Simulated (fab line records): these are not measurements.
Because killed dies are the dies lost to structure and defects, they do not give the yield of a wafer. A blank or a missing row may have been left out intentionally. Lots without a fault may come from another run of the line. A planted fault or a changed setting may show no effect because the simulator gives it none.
2 desks, one fault	flow sky130	every desk sees just its own numbers, and what lay behind them comes last

THE METROLOGY DESK
Lot by lot, what the gauges showed, no matter which tool ran the lot: averages of those sampled wafers that carry a number. Any lot whose mean is over 4 standard deviations away from the usual mean is out of limits and marked OUT; that distance is given in the brackets.
Columns: A = cd-nm at SKY_VT_ADJUST_HVTR_CD_MEAS_07, usual 379.3 nm; B = VT_ADJUST_HVTR_OVL at SKY_VT_ADJUST_HVTR_OVL_MEAS_08, usual 0.6 nm
lot	first seen here	A	B
L224	day 9 20:16	381.2	0.5
L225	day 9 23:59	380.8	-0.4
L226	day 10 05:25	376.1	0.8
L227	day 10 18:19	376.9	2.2
L231	day 11 22:16	379.4	3.2
L232	day 12 05:57	381.1	0.8
L233	day 12 13:38	377.0	0.1
L240	day 14 20:55	379.1	-0.3
L241	day 15 04:11	379.8	-2.2
L242	day 15 08:14	379.5	-0.5
L244	day 15 20:29	379.9	-0.6
L245	day 16 09:34	376.8	0.3
L246	day 16 14:55	378.0	0.3
Finding of this desk: none of the 13 lots has anything out of limits.

TOOL OWNER'S DESK, lpcvd-03
The tool's own readings at SKY_SONOS_ONO_CVD_04 (deposits SiO2 from SiH4/N2O, target thk 5.7199 nm): means of the sampled wafers that have a number, for each lot that ran on this tool. Any lot whose mean is over 4 standard deviations away from the usual mean is out of limits and marked OUT; that distance is given in the brackets.
Columns: A = spike-tc-bottom-C at SKY_SONOS_ONO_CVD_04, usual 917.7 C; B = spike-tc-centre-C at SKY_SONOS_ONO_CVD_04, usual 900.7 C; C = spike-tc-lower-C at SKY_SONOS_ONO_CVD_04, usual 898.5 C; D = zone-power-bottom-pct at SKY_SONOS_ONO_CVD_04, usual 28.3 %; E = zone-power-centre-pct at SKY_SONOS_ONO_CVD_04, usual 17.4 %; F = zone-power-lower-pct at SKY_SONOS_ONO_CVD_04, usual 16.0 %
lot	first seen here	A	B	C	D	E	F
L224	day 11 23:07	917.9	900.7	899.0	27.8	19.2	16.6
L225	day 12 03:55	918.7	900.5	899.9	27.9	19.2	16.4
L226	day 12 06:56	918.3	900.4	899.3	28.1	19.4	16.6
L227	day 12 23:16	919.3	900.0	898.9	27.8	19.1	16.4
L231	day 14 05:35	909.7 (-7.3) OUT	895.8 (-4.9) OUT	940.7 (+35) OUT	22.6 (-7.2) OUT	7.9	28.8 (+16) OUT
L232	day 14 13:55	909.1 (-7.8) OUT	895.7 (-5.0) OUT	940.7 (+35) OUT	22.7 (-7.0) OUT	7.9	28.9 (+16) OUT
L233	day 14 19:51	910.9 (-6.2) OUT	895.9 (-4.8) OUT	941.4 (+36) OUT	21.4 (-8.6) OUT	11.3	32.1 (+20) OUT
L240	day 17 09:21	918.8	900.2	898.7	27.5	19.2	16.7
L241	day 17 17:41	918.1	900.8	898.4	27.7	19.1	16.6
L242	day 17 21:44	917.6	900.4	897.8	29.3	13.6	14.7
L244	day 18 12:17	918.0	900.0	899.1	27.6	19.4	16.5
L245	day 19 00:20	917.3	900.7	899.1	27.9	19.4	16.5
L246	day 19 08:26	917.1	900.5	898.6	29.5	13.6	14.7
This desk's finding: out of limits on L231, L232, L233; first on L231, day 14 05:35 (spike-tc-bottom-C at SKY_SONOS_ONO_CVD_04). In limits: L224, L225, L226, L227, L240, L241, L242, L244, L245, L246.

TAKEN TOGETHER
The tool owner's desk could have raised an alarm at day 14 05:35, on L231, L232, L233.
Nothing out of limits was seen by the metrology desk.
The metrology desk has L231, L232, L233 on record, within its limits.
SKY_SONOS_ONO_CVD_04 was run on lpcvd-03 by each of the lots named.

WHAT WAS PUT IN BY THE SIMULATOR
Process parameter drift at SKY_SONOS_ONO_CVD_04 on lpcvd-03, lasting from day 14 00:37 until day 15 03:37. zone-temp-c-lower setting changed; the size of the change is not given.
Shown lots that were struck: L231, L232, L233.
Hours from the fault's start to each desk's first reading out of limits: the tool owner's desk, 5.
